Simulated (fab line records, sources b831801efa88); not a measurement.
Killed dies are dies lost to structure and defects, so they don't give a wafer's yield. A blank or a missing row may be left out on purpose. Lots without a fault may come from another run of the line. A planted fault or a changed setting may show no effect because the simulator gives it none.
Chamber matching | flow gf180mcu | GF_POLY_GATE_ETCH_13 on rie_si-01: 4 sister chambers
The step etches poly-Si in HBr/Cl2, stops on SiO2, target depth 198.5 nm, time 69.6 s. 8 wafers are shown with their chamber, then 8 later ones without.

WAFERS WITH THEIR CHAMBER
wafer  | chamber | chamber_pressure_mTorr (mTorr) | throttle_valve_pct (%)
L285.4 | 0       | 9.990                          | 33.686
L289.2 | 2       | 9.997                          | 33.679
L289.3 | 3       | 9.984                          | 33.689
L289.4 | 1       | 10.003                         | 33.667
L293.2 | 2       | 10.010                         | 33.691
L293.3 | 1       | 9.996                          | 33.681
L293.4 | 3       | 9.996                          | 33.692
L296.1 | 0       | 10.007                         | 33.680

WAFERS WITHOUT THEIR CHAMBER
wafer  | chamber_pressure_mTorr (mTorr) | throttle_valve_pct (%)
L296.2 | 9.994                          | 33.685
L296.4 | 9.981                          | 33.683
L297.2 | 10.011                         | 33.670
L297.3 | 9.980                          | 33.689
L297.6 | 9.998                          | 33.688
L298.4 | 10.008                         | 33.683
L298.5 | 9.995                          | 33.685
L298.6 | 10.012                         | 33.686

WHICH CHAMBER EACH WENT THROUGH
wafer  | from the rows above               | in truth
L296.2 | can't be placed: 0 or 3 or 2 or 1 | 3
L296.4 | can't be placed: 3 or 0 or 1 or 2 | 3
L297.2 | can't be placed: 1 or 2 or 0      | 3
L297.3 | can't be placed: 3 or 0 or 2 or 1 | 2
L297.6 | can't be placed: 0 or 2 or 3 or 1 | 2
L298.4 | can't be placed: 2 or 0 or 1 or 3 | 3
L298.5 | can't be placed: 0 or 2 or 3 or 1 | 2
L298.6 | can't be placed: 2 or 0 or 1 or 3 | 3
Placed correctly: 0 of 8. Can't be placed from these rows: 8 (the true chamber is among the candidates in 7). Placed wrongly: 0.
How it was worked out, from the rows above alone: a wafer's distance from a chamber is the root of the sum, over the readings, of the square of ((its reading less the chamber's mean) divided by the reading's scatter). The wafer belongs to the nearest chamber; if the next one is less than 2 further off, it can't be placed. A chamber's mean is the mean of its shown wafers. The scatter: the root of (the sum of the squares of (reading less its chamber's mean) over the shown wafers, divided by (wafers less chambers)).
